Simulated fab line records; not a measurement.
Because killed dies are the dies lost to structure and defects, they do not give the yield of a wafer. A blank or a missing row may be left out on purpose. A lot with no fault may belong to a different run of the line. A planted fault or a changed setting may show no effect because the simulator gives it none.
A struck lot beside a sound one | flow sky130 | 14 out of 708 route steps
Sound: these wafers, L855.2, L855.4, L855.6. Struck: wafers L861.2, L861.3, L861.4. The cause is given at the end.
Order at every step that has rows: each side's tool, ch and its chambers, its first start. Under that, the readings that differ: sound wafers | struck wafers | difference of the means | sigmas: that difference in standard deviations of wafers without a fault.
alike: words and numbers the same on both sides, and readings whose means are apart by under 2 such deviations; not compared: readings that were withheld, readings missing a value for some wafer, numbers with overlapping values and no deviation given by the record, and bounds like >300 which may hide the same value.
The two part at a step that has a row with sigmas, a row that says differs or no value, or rows on one side only. When numbers do not overlap yet have no deviation, they are printed without sigmas and do not part them. Lack of a reading on every wafer of one side parts them only where that side has two or more wafers.

first, 6 steps without rows for these wafers: SKY_RES_XHIGH_COAT_02 (resist thk 1140 nm); SKY_RES_XHIGH_SOFTBAKE_03 (time 60 s); SKY_RES_XHIGH_EXPOSE_04 (exposes mask URPM, target cd 1270 nm); SKY_RES_XHIGH_PEB_05; SKY_RES_XHIGH_DEVELOP_06 (develop time 60 s); SKY_RES_XHIGH_IMPLANT_07.
SKY_RES_XHIGH_STRIP_08: strips in O2/N2.
  sound on plasma-asher-02 ch 0,1, day 30 14:53; struck on plasma-asher-02 ch 0,1, day 32 11:38
  alike: drypump-motor-current-A, oes-product-au, strip-time-to-endpoint-s
  not compared: rf-hours-counter-h
SKY_RES_XHIGH_TW_MEAS_09:
  sound on film-metro-02, day 30 14:59; struck on film-metro-01, day 32 11:44
  alike: RES_XHIGH_TW
then, 4 steps without rows for these wafers: SKY_SD_N_DEHYDRATE_00 (time 60 s); SKY_SD_N_HMDS_01 (prime time 60 s); SKY_SD_N_COAT_02 (resist thk 1140 nm); SKY_SD_N_SOFTBAKE_03 (time 60 s).
SKY_SD_N_EXPOSE_04: exposes mask NSDM, target cd 380 nm.
  struck on iline-stepper-02, day 33 01:52; sound on iline-stepper-02 ch 0, day 31 04:50
  no value came back on the struck wafers for exposure-dose-mJ-cm2, focus-offset-nm (nm); on the sound wafers exposure-dose-mJ-cm2 reads 140.95 140.98 140.78
  alike: mask
next, for these wafers, 1 step has no rows: SKY_SD_N_PEB_05.

== WHERE THEY PART ==
Only at SKY_SD_N_EXPOSE_04, within this record.

WHY: the cause the simulator had injected
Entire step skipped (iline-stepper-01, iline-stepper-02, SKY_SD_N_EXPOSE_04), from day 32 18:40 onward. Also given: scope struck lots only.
